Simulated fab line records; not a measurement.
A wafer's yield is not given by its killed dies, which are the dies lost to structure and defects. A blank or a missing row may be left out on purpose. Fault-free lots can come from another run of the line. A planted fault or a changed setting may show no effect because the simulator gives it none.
Matching of chambers | flow sky130 | SKY_VIA2_ETCH_15 on rie-diel-01: 4 sister chambers
The step etches SiO2 in C4F8/O2/Ar, stops on TiN, target depth 546 nm, time 84 s. 4 wafers are shown with their chamber, then 10 later ones without.

== WAFERS PAIRED WITH THEIR CHAMBERS ==
wafer  | chamber | oes-product-au (a.u.)
L081.6 | 2       | 0.934
L082.5 | 1       | 0.943
L089.1 | 3       | 0.942
L089.2 | 0       | 0.933

== WAFERS MISSING THEIR CHAMBER ==
wafer  | oes-product-au (a.u.)
L089.3 | 0.937
L089.4 | 0.944
L089.5 | 0.939
L089.6 | 0.938
L091.2 | 0.944
L091.5 | 0.939
L091.6 | 0.945
L097.1 | 0.938
L097.3 | 0.942
L097.4 | 0.938

== THE CHAMBER EACH PASSED THROUGH ==
wafer  | from the rows above               | in truth
L089.3 | can't be placed: 2 or 0 or 3 or 1 | 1
L089.4 | can't be placed: 1 or 3           | 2
L089.5 | can't be placed: 3 or 1 or 2 or 0 | 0
L089.6 | can't be placed: 2 or 3 or 0 or 1 | 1
L091.2 | can't be placed: 1 or 3           | 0
L091.5 | can't be placed: 3 or 1 or 2 or 0 | 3
L091.6 | can't be placed: 1 or 3           | 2
L097.1 | can't be placed: 2 or 3 or 0 or 1 | 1
L097.3 | can't be placed: 3 or 1           | 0
L097.4 | can't be placed: 2 or 3 or 0 or 1 | 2
Placed correctly: 0 of 10. From these rows, 10 cannot be placed; in 6 the true chamber is one of the candidates. Placed wrongly: 0.
How it was worked out, from the rows above alone: a wafer's distance from a chamber is the root of the sum, over the readings, of the square of ((its reading less the chamber's mean) divided by the reading's scatter). If the next closest chamber is less than 2 further off than the closest, the wafer can't be placed; otherwise it belongs to the closest. Each chamber's mean is taken over the wafers shown for it. The scatter: with one shown wafer a chamber, the root of the mean of the squares of how far each hidden wafer lies from its nearest shown one.
